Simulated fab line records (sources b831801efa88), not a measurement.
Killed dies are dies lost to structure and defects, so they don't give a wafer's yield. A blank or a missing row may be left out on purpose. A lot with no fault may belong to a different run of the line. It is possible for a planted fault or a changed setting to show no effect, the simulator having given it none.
2 desks, one fault    flow sfq_line    what lay behind the numbers comes last; until then each desk has only its own

TOOL OWNER'S DESK, rie_diel-03
The tool's own readings at SFQ_TRILAYER_I5_BARC_OPEN_VIA_ETCH_200 (etches BARC in O2, target depth 125 nm, time 41.7 s): means of the sampled wafers that have a number, for each lot that ran on this tool. A lot is out of limits, marked OUT, if its mean lies more than 4 standard deviations from the usual mean; the brackets give that distance.
Columns: A = drypump_motor_current_A at SFQ_TRILAYER_I5_BARC_OPEN_VIA_ETCH_200, usual 6.0 A; B = oes_product_au at SFQ_TRILAYER_I5_BARC_OPEN_VIA_ETCH_200, usual 0.685 a.u.; C = rf_fwd_power_W at SFQ_TRILAYER_I5_BARC_OPEN_VIA_ETCH_200, usual 494.9 W
lot   first seen here  A    B      C
L401  day 69 19:02     6.1  0.684  521.7 (+13) OUT
L402  day 69 22:38     6.0  0.688  522.5 (+14) OUT
L414  day 82 12:55     6.1  0.684  495.1
L415  day 82 22:31     6.1  0.680  493.2
This desk finds L401, L402 out of limits, L401 being first, at day 69 19:02 (rf_fwd_power_W at SFQ_TRILAYER_I5_BARC_OPEN_VIA_ETCH_200). L414, L415: within limits.

THE METROLOGY DESK
Lot by lot, what the gauges showed, no matter which tool ran the lot: averages of those sampled wafers that carry a number. A lot is out of limits, marked OUT, if its mean lies more than 4 standard deviations from the usual mean; the brackets give that distance.
Columns: A = I5_OVL at SFQ_I5_OVL_MEAS_936, usual -1 nm
lot   first seen here  A
L401  day 69 18:59     -7
L402  day 69 22:35     6
L410  day 79 15:13     1
L413  day 81 20:50     -1
L414  day 82 12:52     1
L415  day 82 22:29     -4
This desk's verdict: no lot among the 6 shows anything out of limits.

PUT TOGETHER
On L401, L402, at day 69 19:02, an alarm was possible from the tool owner's desk.
The metrology desk saw nothing out of limits.
The metrology desk holds a record of L401, L402, inside its limits.
The lots listed all ran SFQ_TRILAYER_I5_BARC_OPEN_VIA_ETCH_200 on rie_diel-03.

WHAT WAS PUT IN BY THE SIMULATOR
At SFQ_TRILAYER_I5_BARC_OPEN_VIA_ETCH_200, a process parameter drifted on rie_diel-03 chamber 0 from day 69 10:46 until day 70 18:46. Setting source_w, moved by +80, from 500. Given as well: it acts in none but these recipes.
Struck lots among those shown: L401, L402.
Time in hours from fault onset to the first out-of-limits reading at each desk: the tool owner's desk, 8.
